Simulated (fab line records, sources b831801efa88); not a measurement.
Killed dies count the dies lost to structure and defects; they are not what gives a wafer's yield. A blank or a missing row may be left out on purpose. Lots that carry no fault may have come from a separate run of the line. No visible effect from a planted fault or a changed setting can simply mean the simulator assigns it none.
Struck lot and sound lot, side by side + flow sky130 + 17 out of 708 route steps
Sound: the wafers L823.2, L823.4, L823.6. Struck: wafer L829.3 (left out: L829.6, a lot-mate that was not struck); the cause follows at the end.
Per side, at each step with rows, come the tool, then ch with its chambers, and then its first start. Under that, the readings that differ: sound wafers + struck wafers + difference of the means + sigmas: that difference in standard deviations of wafers without a fault.
alike: a reading whose means differ by less than 2 such deviations, as well as words and numbers matching on both sides. not compared: withheld readings; readings where some wafer has no value; bounds like >300 that might hide an equal value; numbers whose values overlap and for which the record gives no deviation.
Wherever a step has rows on one side only, a row that says differs or no value, or a row with sigmas, the two part there. Non-overlapping numbers with no deviation appear without sigmas and do not part them. Lack of a reading on every wafer of one side parts them only where that side has two or more wafers.

first, 4 steps without rows for these wafers: SKY_VT_ADJUST_PCH_SOFTBAKE_03; SKY_VT_ADJUST_PCH_EXPOSE_04 (exposes mask NWM, target cd 840 nm); SKY_VT_ADJUST_PCH_PEB_05; SKY_VT_ADJUST_PCH_DEVELOP_06 (develop time 60 s).
SKY_VT_ADJUST_PCH_OVL_MEAS_07:
  sound: overlay-01 at day 13 15:34; struck: overlay-01 at day 14 16:04
  alike: VT_ADJUST_PCH_OVL
then, 1 step without rows for these wafers: SKY_VT_ADJUST_PCH_IMPLANT_08.
SKY_VT_ADJUST_PCH_STRIP_09: strips in O2/N2.
  sound on plasma asher-02 ch 0,1, day 13 15:44; struck on plasma asher-03 ch 1, day 14 16:16
  alike: drypump motor current A, o2 flow sccm, oes product au, strip time to endpoint s
  not compared: rf hours counter h
SKY_VT_ADJUST_PCH_TW_MEAS_10:
  sound: film metro-02 at day 13 15:51; struck: film metro-01 at day 14 16:22
  alike: VT_ADJUST_PCH_TW
then, 4 steps without rows for these wafers: SKY_SONOS_TUNNEL_DEHYDRATE_00 (time 60 s); SKY_SONOS_TUNNEL_HMDS_01 (prime time 60 s); SKY_SONOS_TUNNEL_COAT_02 (resist thk 1140 nm); SKY_SONOS_TUNNEL_SOFTBAKE_03 (time 60 s).
SKY_SONOS_TUNNEL_EXPOSE_04: exposes mask TUNM, target cd 410 nm.
  sound on iline stepper-01 ch 0, day 14 05:23; struck on iline stepper-01 ch 0, day 15 05:56
  alike: mask
then, 2 steps without rows for these wafers: SKY_SONOS_TUNNEL_PEB_05; SKY_SONOS_TUNNEL_DEVELOP_06 (develop time 60 s).
SKY_SONOS_TUNNEL_CD_MEAS_07 targets a cd of 410 nm.
  sound: cd sem-01 at day 14 18:23; struck: cd sem-01 at day 15 19:32
| reading    | sound             | struck | difference | sigmas |
|------------|-------------------|--------|------------|--------|
| cd nm (nm) | 410.1 409.1 408.2 | 424.1  | +15.0      | +8     |
SKY_SONOS_TUNNEL_OVL_MEAS_08:
  sound: overlay-01 at day 14 18:30; struck: overlay-01 at day 15 19:38
  alike: SONOS_TUNNEL_OVL

== WHERE THEY PART ==
Only at SKY_SONOS_TUNNEL_CD_MEAS_07, within this record. Later steps at which nothing parts them and some readings are alike: SKY_SONOS_TUNNEL_OVL_MEAS_08.

WHY: what the simulator had put in
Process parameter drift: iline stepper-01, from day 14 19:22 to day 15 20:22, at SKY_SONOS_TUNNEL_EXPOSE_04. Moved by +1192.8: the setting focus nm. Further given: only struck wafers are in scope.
